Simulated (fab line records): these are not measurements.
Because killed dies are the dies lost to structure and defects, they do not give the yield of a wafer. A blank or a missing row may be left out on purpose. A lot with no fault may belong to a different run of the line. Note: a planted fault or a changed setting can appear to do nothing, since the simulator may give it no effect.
Which tool did it? + flow sky130 + 11 lots with 33 wafers sampled at 2 steps, on a route of 708 steps

WHAT EACH GAUGE READ, for each wafer
SKY_LI_CONTACT_THK_MEAS_01. Usual: LI_CONTACT_HDPCVD_THK typically reads 929 nm, with standard deviation 11.
| lot  | measured     | on            | LI_CONTACT_HDPCVD_THK (nm) | flag |
|------|--------------|---------------|----------------------------|------|
| L435 | day 27 19:24 | film_metro-03 | 912 945 924                |      |
| L437 | day 29 03:21 | film_metro-01 | 935 931 930                |      |
| L438 | day 29 09:16 | film_metro-01 | 935 927 913                |      |
| L441 | day 30 05:01 | film_metro-03 | 929 918 920                |      |
| L446 | day 31 20:47 | film_metro-03 | 916 908 916                |      |
| L445 | day 31 21:37 | film_metro-04 | 918 928 922                |      |
| L447 | day 32 06:27 | film_metro-01 | 931 928 942                |      |
| L449 | day 33 02:04 | film_metro-03 | 929 925 926                |      |
| L454 | day 34 13:49 | film_metro-01 | 945 919 916                |      |
| L455 | day 34 17:00 | film_metro-04 | 923 923 948                |      |
| L457 | day 34 20:23 | film_metro-01 | 946 943 948                |      |

TOOL THAT RAN EACH LOT (tool first, then ch and the chambers of the sampled wafers, then the start)
| lot  | SKY_SD_N_RTA_14                  |
|------|----------------------------------|
| L435 | rtp_anneal-02 ch 0, day 27 18:44 |
| L437 | rtp_anneal-02 ch 0, day 29 02:41 |
| L438 | rtp_anneal-01 ch 0, day 29 08:36 |
| L441 | rtp_anneal-02 ch 0, day 30 04:22 |
| L446 | rtp_anneal-02 ch 0, day 31 20:08 |
| L445 | rtp_anneal-01 ch 0, day 31 20:58 |
| L447 | rtp_anneal-02 ch 0, day 32 05:47 |
| L449 | rtp_anneal-02 ch 0, day 33 01:24 |
| L454 | rtp_anneal-01 ch 0, day 34 13:09 |
| L455 | rtp_anneal-01 ch 0, day 34 16:21 |
| L457 | rtp_anneal-02 ch 0, day 34 19:43 |
- SKY_SD_N_RTA_14: time 2 s.

AS READ BY THE TOOLS THEMSELVES (means over the sampled wafers that have a number; for cases with no such wafer, the mark the record gives instead)
SKY_SD_N_RTA_14. Usual: lamp_power_pct 15.74 %, standard deviation 0.053; wafer_temp_C_max 1077.9, standard deviation 1.3.
| lot  | tool          | lamp_power_pct (%) | wafer_temp_C_max | flag |
|------|---------------|--------------------|------------------|------|
| L435 | rtp_anneal-02 | 15.78              | 1079.1           |      |
| L437 | rtp_anneal-02 | 15.71              | 1078.1           |      |
| L438 | rtp_anneal-01 | 15.70              | 1078.4           |      |
| L441 | rtp_anneal-02 | 15.75              | 1076.8           |      |
| L446 | rtp_anneal-02 | 15.72              | 1078.3           |      |
| L445 | rtp_anneal-01 | 15.75              | 1078.1           |      |
| L447 | rtp_anneal-02 | 15.71              | 1077.5           |      |
| L449 | rtp_anneal-02 | 15.76              | 1078.7           |      |
| L454 | rtp_anneal-01 | 15.77              | 1076.2           |      |
| L455 | rtp_anneal-01 | 15.72              | 1078.4           |      |
| L457 | rtp_anneal-02 | 15.78              | 1077.4           |      |

THE ANSWER, worked out from the rows above alone
Rule: lot off if the mean of its wafers having a number is beyond 3 standard deviations from the usual mean. A lot without any number at a reading at which 4 lots or more have one is off too. Any other lot the step has rows for is counted as sound. Order of review: gauges by route order, followed by the tools' own readings, for which a lot's mean as printed above is used. At the first step where some lot is off, the reading lying furthest off is the one used; lots without a number count as furthest.
Across all readings shown, no lot is off: no conclusion can be drawn from this.

WHAT WAS PUT IN BY THE SIMULATOR
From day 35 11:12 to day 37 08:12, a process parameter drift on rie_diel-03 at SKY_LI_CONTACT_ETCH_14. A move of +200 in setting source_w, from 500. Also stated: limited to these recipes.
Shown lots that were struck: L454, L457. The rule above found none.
